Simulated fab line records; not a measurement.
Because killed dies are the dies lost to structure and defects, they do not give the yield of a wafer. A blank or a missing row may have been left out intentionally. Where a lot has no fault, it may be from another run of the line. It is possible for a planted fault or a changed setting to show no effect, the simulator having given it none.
fab line records -- flow sky130
record lots=4, wafers=12, last-day=50
route steps=708 shown LI_CONTACT@376 LOCAL_INTERCONNECT@387 CONTACT@406 PAD_OPEN@708
lots that met no fault: from a run of the same line without faults
start-h: start of the lot's first displayed wafer, in hours after the record's first day -- wait-h: hours since the lot's step before -- " the same as in the row above -- L1.1+2: a row that stands for several wafers -- - value missing, or start not given -- * or withheld: withheld -- < > ~ a bound
route shown NAME@n: NAME is a module with steps in the file, n the number in the route of the first one -- usual: mean/standard deviation taken from wafers without a fault -- same: alike in all rows -- chamber/n: place in a boat -- sites: readings site by site -- _std_site: their standard deviation -- _edge_site: the outer-site mean with the inner-site mean subtracted -- radius-mm: how far each site lies from the wafer's centre -- mask NAME#n: copy n -- behind: the last tool/chamber to shape the wafer -- hold: cause of the lot's hold/its duration in hours/its outcome -- device: the n, p or np transistor that did not switch -- end of line: tests of these same wafers at the route's end -- for a step that has no rows: nothing shown but its recipe -- killed: not the wafer's yield, but the dies lost to structure and defects at the first sort -- map: a wafer's dies, x killed, . not, _ none there
set.NAME: the setting that was run; set.NAME@STEP: the one run at that earlier step -- model.NAME: the simulator's own value behind a step, which no gauge read
certain route steps with their lots: each step a table, each wafer a row
services: the hour from which a tool's chamber was out of use, counted from the record's first day as start-h (under 0 if before that day), plus the number of hours and why
## steps
# step SKY_LI_CONTACT_ETCH_14
# recipe chemistry=N2/H2, target=BARC, ion-energy-ev=200, source-w=500, bias-w=100, pressure-mtorr=30, n2-flow-sccm=100, h2-flow-sccm=200, stop-on=SiO2, time-s=45.9, target-depth-a=600
# step SKY_LI_CONTACT_ETCH_15
# recipe target=PSG, chemistry=C4F8/O2/Ar, stop-on=Si, taper-deg=4.15, mask-material=KrF-thick, source-w=1500, bias-w=1200, pressure-mtorr=40, c4f8-flow-sccm=withheld, O2_flow_sccm=6, Ar_flow_sccm=300, time-s=withheld, target-depth-a=6000
# step SKY_LI_CONTACT_STRIP_16
# recipe chemistry=O2/N2, power-w=1400, pressure-mtorr=1500, platen-temp-c=withheld, o2-flow-sccm=3000, n2-flow-sccm=300, overash-fraction=0.5
# step SKY_LI_CONTACT_CLEAN_17
# recipe chemistry=NMP, time-s=600, temp-c=60, dry=n2-spin
# step SKY_LI_CONTACT_PRE_CLEAN_18
# recipe gas=Ar, time-s=5.6, bias-v=358
# step SKY_LI_CONTACT_SPUTTER_19
# recipe material=Ti, target-thk-nm=20, chamber-pressure-pa=5, power-w=2500, substrate-temp-c=200, time-s=106.37
# step SKY_LI_CONTACT_SPUTTER_20
# recipe material=TiN, target-thk-nm=20, chamber-pressure-pa=5, power-w=4000, time-s=80
# step SKY_LI_CONTACT_CVD_21
# recipe material=W, target-thk-nm=400, time-s=120.56, temp-c=400, pressure-torr=40
# step SKY_LI_CONTACT_CMP_24
# recipe stop-on=PSG, t-overpolish-s=20, down-force-psi=3.5, platen-rpm=60, target-thk-nm=0, pad-velocity-m-s=0.94248
# step SKY_LOCAL_INTERCONNECT_SPUTTER_00
# recipe material=TiN, target-thk-nm=100, temp-c=300, power-w=6500, time-s=83.3, chamber-pressure-pa=0.4
# usual cathode-dc-power-W=6499.9/1.3, chamber-pressure-pa=0.3999/0.00086, susceptor-temp-C=299.98/0.19, throttle-valve-pct=30.3/1.3
lot.wafer,tool,chamber,start-h,wait-h,cathode-dc-power-W,chamber-pressure-pa,susceptor-temp-C,throttle-valve-pct
L831.1,pvd-sputter-02,-,700.96,0.2,6498.5,0.3998,300.07,29.1
L831.2,pvd-sputter-02,-,700.96,0.2,6499.5,0.3985,299.81,32.3
L831.5,pvd-sputter-02,-,700.96,0.2,6499.6,0.4007,299.87,29.4
L833.1,pvd-sputter-03,-,712.47,0.1,6499.5,0.4003,300.01,29.8
L833.2,pvd-sputter-03,-,712.47,0.1,6500.3,0.3991,299.65,31.2
L833.3,pvd-sputter-03,-,712.47,0.1,6497.9,0.3998,300.01,28.3
L848.2,pvd-sputter-03,-,825.63,0.2,6499.3,0.3990,300.08,31.2
L848.3,pvd-sputter-03,-,825.63,0.2,6499.1,0.3996,300.25,28.5
L848.5,pvd-sputter-03,-,825.63,0.2,6497.3,0.4024,299.79,29.9
L851.1,pvd-sputter-03,-,857.66,0.2,6500.1,0.3995,299.92,28.6
L851.3,pvd-sputter-03,-,857.66,0.2,6500.5,0.3997,300.14,30.9
L851.4,pvd-sputter-03,-,857.66,0.2,6498.7,0.4008,299.99,31.2
# step SKY_LOCAL_INTERCONNECT_DEHYDRATE_03
# recipe temp-c=200, time-s=60
# step SKY_LOCAL_INTERCONNECT_HMDS_04
# recipe prime-time-s=60, prime-temp-c=120
# step SKY_LOCAL_INTERCONNECT_COAT_05
# recipe resist=BARC, temp-c=withheld, time-s=withheld, spin-rpm=3000, resist-thk-nm=60
# step SKY_LOCAL_INTERCONNECT_COAT_06
# recipe resist=KrF-thick, spin-rpm=3000, resist-thk-nm=450
# step SKY_LOCAL_INTERCONNECT_SOFTBAKE_07
# recipe temp-c=98.99, time-s=90, resist=KrF-thick
# step SKY_LOCAL_INTERCONNECT_EXPOSE_08
# recipe mask-id=LI1M, na=0.8, source-shape=annular, sigma-inner=0.55, sigma-outer=0.85, target-cd-nm=170, dose-mj=28
# step SKY_LOCAL_INTERCONNECT_PEB_09
# recipe peb-temp-c=withheld, peb-time-s=withheld, resist=KrF-thick
# step SKY_LOCAL_INTERCONNECT_DEVELOP_10
# recipe develop-time-s=60, resist=KrF-thick, dev-temp-c=21
# step SKY_LOCAL_INTERCONNECT_ETCH_13
# recipe chemistry=N2/H2, target=BARC, ion-energy-ev=200, bias-w=100, pressure-mtorr=30, n2-flow-sccm=100, h2-flow-sccm=200, icp-w=500, stop-on=SiO2, time-s=45.9, target-depth-a=600
# step SKY_LOCAL_INTERCONNECT_METAL_ETCH_14
# recipe target-depth-nm=110, stop-on=PSG, chemistry=Cl2/BCl3, target=TiN, resist-sidewall-deg=88, pressure-mtorr=10, icp-w=900, bias-w=48.5, Cl2_flow_sccm=60, bcl3-flow-sccm=30, time-s=31.4
# step SKY_LOCAL_INTERCONNECT_STRIP_15
# recipe chemistry=O2/N2, power-w=1400, pressure-mtorr=1500, platen-temp-c=withheld, o2-flow-sccm=3000, n2-flow-sccm=300, overash-fraction=0.5
# step SKY_LOCAL_INTERCONNECT_STRIP_16
# recipe chemistry=post-etch-residue-remover, time-s=1200, temp-c=72.5
# step SKY_LOCAL_INTERCONNECT_CLEAN_17
# recipe chemistry=IPA, time-s=180, temp-c=25
# step SKY_LOCAL_INTERCONNECT_CLEAN_18
# recipe chemistry=O3/DIW, dry=n2-spin
# step SKY_CONTACT_CVD_00
# recipe material=Si3N4, target-thk-nm=75, temp-c=400, time-s=withheld, rf-w=465.4
# step SKY_CONTACT_HDPCVD_02
# recipe material=SiO2, target-thk-nm=565, sigma-open-frac=0.3, time-s=94.2, temp-c=600, sih4-flow-sccm=60, pressure-mtorr=6
# step SKY_CONTACT_CMP_04
# recipe material=SiO2, down-force-psi=4, platen-rpm=60, pad-velocity-m-s=0.94248
# step SKY_CONTACT_DEHYDRATE_06
# recipe temp-c=200, time-s=60
# step SKY_CONTACT_HMDS_07
# recipe prime-time-s=60, prime-temp-c=120
# step SKY_CONTACT_COAT_08
# recipe resist=BARC, temp-c=withheld, time-s=withheld, spin-rpm=3000, resist-thk-nm=60
# step SKY_CONTACT_COAT_09
# recipe resist=KrF-thick, spin-rpm=3000, resist-thk-nm=450
# step SKY_CONTACT_SOFTBAKE_10
# recipe temp-c=100, time-s=90, resist=KrF-thick
# step SKY_PAD_OPEN_PROBE_99
# usual killed_at_M0_to_M3=43/6.6, killed_at_M4_up=2.9/1.8, killed-at-contacts=25/5.3, killed-at-front-end=15/4.1, killed-at-other=0.3/0.6, killed-dies=86/8.8, killed-open=47/6.7, killed-short=39/6.2
# same gross-dies=492, killed-at-back-side=0
lot.wafer,tool,chamber,start-h,wait-h,killed_at_M0_to_M3,killed_at_M4_up,killed-at-contacts,killed-at-front-end,killed-at-other,killed-dies,killed-open,killed-short
L831.1,prober-01,-,1092.30,0.1,40,5,22,12,0,79,44,35
L831.2,prober-01,-,1092.35,0.1,33,4,28,14,0,79,50,29
L831.5,prober-01,-,1092.50,0.2,48,3,21,16,0,88,49,39
L848.2,prober-01,-,1180.13,0.1,41,4,87,13,0,145,41,38
L848.3,prober-01,-,1180.18,0.2,34,3,94,12,1,144,40,36
L848.5,prober-01,-,1180.28,0.2,38,2,87,20,1,148,47,38
L851.1,prober-02,-,1200.63,0.1,41,3,87,14,0,145,44,35
L851.3,prober-02,-,1200.73,0.2,43,0,48,20,0,111,52,34
L851.4,prober-02,-,1200.78,0.2,51,2,93,17,1,164,56,40
# killed by level:class
L831.1 CONTACT:geometric-particle:open=11 METAL1:geometric-particle:short=7 VIA2:geometric-particle:open=6 LI_CONTACT:geometric-particle:open=5 VIA1:geometric-particle:open=5 METAL2:geometric-particle:short=5 VIA3:geometric-particle:open=5 FIELD_ISO:geometric-particle:open=4
L831.2 LI_CONTACT:geometric-particle:open=9 CONTACT:geometric-particle:open=9 VIA1:geometric-particle:open=6 METAL2:geometric-particle:short=5 VIA2:geometric-particle:open=5 VIA3:geometric-particle:open=5 POLY_GATE:geometric-particle:open=3 SPACER:geometric-particle:open=3
L831.5 VIA1:geometric-particle:open=13 CONTACT:geometric-particle:open=10 VIA2:geometric-particle:open=8 LOCAL_INTERCONNECT:geometric-particle:short=5 METAL2:geometric-particle:short=5 POLY_GATE:geometric-particle:short=4 VIA3:geometric-particle:open=4 VIA3:geometric-particle:short=4
L848.2 LOCAL_INTERCONNECT:unspecified=65 VIA1:geometric-particle:open=12 LI_CONTACT:geometric-particle:open=8 METAL1:geometric-particle:short=8 CONTACT:geometric-particle:open=6 VIA3:geometric-particle:open=5 FIELD_ISO:geometric-particle:open=4 METAL2:geometric-particle:short=4
L848.3 LOCAL_INTERCONNECT:unspecified=67 LI_CONTACT:geometric-particle:open=9 VIA1:geometric-particle:open=8 CONTACT:geometric-particle:open=7 VIA1:geometric-particle:short=6 POLY_GATE:geometric-particle:open=4 LOCAL_INTERCONNECT:geometric-particle:short=4 CONTACT:geometric-particle:short=4
L848.5 LOCAL_INTERCONNECT:unspecified=63 CONTACT:geometric-particle:open=12 VIA1:geometric-particle:open=7 FIELD_ISO:geometric-particle:open=6 VIA3:geometric-particle:open=6 FIELD_ISO:geometric-particle:short=5 VIA2:geometric-particle:open=5 METAL2:geometric-particle:short=5
L851.1 LOCAL_INTERCONNECT:unspecified=66 VIA1:geometric-particle:open=12 VIA3:geometric-particle:open=9 CONTACT:geometric-particle:short=7 LOCAL_INTERCONNECT:geometric-particle:short=6 FIELD_ISO:geometric-particle:open=4 LI_CONTACT:geometric-particle:open=4 CONTACT:geometric-particle:open=4
L851.3 LOCAL_INTERCONNECT:unspecified=25 METAL1:geometric-particle:short=11 CONTACT:geometric-particle:open=10 VIA1:geometric-particle:open=8 POLY_GATE:geometric-particle:open=7 LI_CONTACT:geometric-particle:open=7 FIELD_ISO:geometric-particle:open=5 VIA3:geometric-particle:open=5
L851.4 LOCAL_INTERCONNECT:unspecified=68 CONTACT:geometric-particle:open=13 VIA1:geometric-particle:open=12 METAL2:geometric-particle:short=10 VIA3:geometric-particle:open=8 VIA1:geometric-particle:short=7 FIELD_ISO:geometric-particle:open=5 VIA2:geometric-particle:open=5
# map L848.5 (x killed, . not)
__________......x..._________
________x....x...x.x.x_______
______xxxx.xxx.x.......x_____
_____xxxxxxx.........x...____
____xxxxxxxxx...x..x..xx..___
___xxxxxxxxxx.xx....x......__
__.xxxxxxxxx................_
_..xxxxxxxxx.x.x.............
_..x.xxxxxxxx...x....x....xxx
_.x.xxxxxxxx...x.x........xxx
_..x..x...x.xx........x......
_.............x..x..x.x..x...
_x....x........x......x......
_.x.x...........x.x..........
_............xx...........x..
__.....xx...........x...x.x._
___..x.x......x...x...x.xx.__
____x..x......x...xx......___
_____.....x.x....x....x.x____
______.x.x........x....._____
________.x.xx..x......_______
__________.........._________
# map L851.4 (x killed, . not)
__________.........x_________
________.........xx..._______
______.x...x..x.xxx..x.._____
_____.x.....xxxxxxxx..x..____
____..xx....xxxxxxxxxx....___
___.x..x..x..xxxxxxxxxx...x__
__...xx...x.xxxxxxxxxxx....._
_x........x.xxxxxxxxxx......x
_............xxxxxxxxx.......
_.......x..x.xxxxxxxxx..x....
_.x....xx...xxxxxx.x...x....x
_x....x..x..x..x.x.....xx....
_....x.........xx.x..x.......
_.....x............x.x....x..
_.xx.x...x...xx........xx....
__.xx....x....x....x........_
___x.xx.x.xx.....x....xxx..__
____xx.x.x................___
_____.x...x..xx.......x.x____
______....x.x..........x_____
________x.x....x......_______
__________x.x......._________
## services
tool,chamber,start-h,hours,kind
pvd-sputter-02,-,741.76,2.4,repair
pvd-sputter-03,-,760.26,0.6,repair
pvd-sputter-03,-,804.38,1.4,repair
pvd-sputter-03,3,837.15,-,consumable-replace:kit
pvd-sputter-03,3,837.15,18.0,scheduled-down
pvd-sputter-03,3,837.15,18.0,vent-cycle
pvd-sputter-02,-,852.24,1.9,repair
pvd-sputter-02,2,855.68,-,consumable-replace:kit
pvd-sputter-02,2,855.68,18.0,scheduled-down
pvd-sputter-02,2,855.68,18.0,vent-cycle
## key
first-sign step=SKY_PAD_OPEN_PROBE_99, reading=killed-at-contacts, direction=up, sigmas=11, usual=25, struck=83
effect step=SKY_PAD_OPEN_PROBE_99, reading=killed-dies, direction=up, sigmas=6.5, usual=86, struck=143
met-at SKY_LOCAL_INTERCONNECT_SPUTTER_00
struck-wafers L848.2,L848.3,L848.5,L851.1,L851.3,L851.4
tester-left-out L848,L851
onset-between 712.47 825.63
also-fits time
fault kind=chamber-particle-source, tool=pvd-sputter-03, chamber=-, onset-h=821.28, steps=SKY_LOCAL_INTERCONNECT_SPUTTER_00, rate-per-visit-cm2=1.8702, end-h=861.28
# tester-left-out: of these lots the tester's yield and bins aren't shown, on N5 and GAA mostly nor the transistor test; their killed dies are dies lost to structure and defects alone, not to doping, threshold or leakage, so they don't give the yield
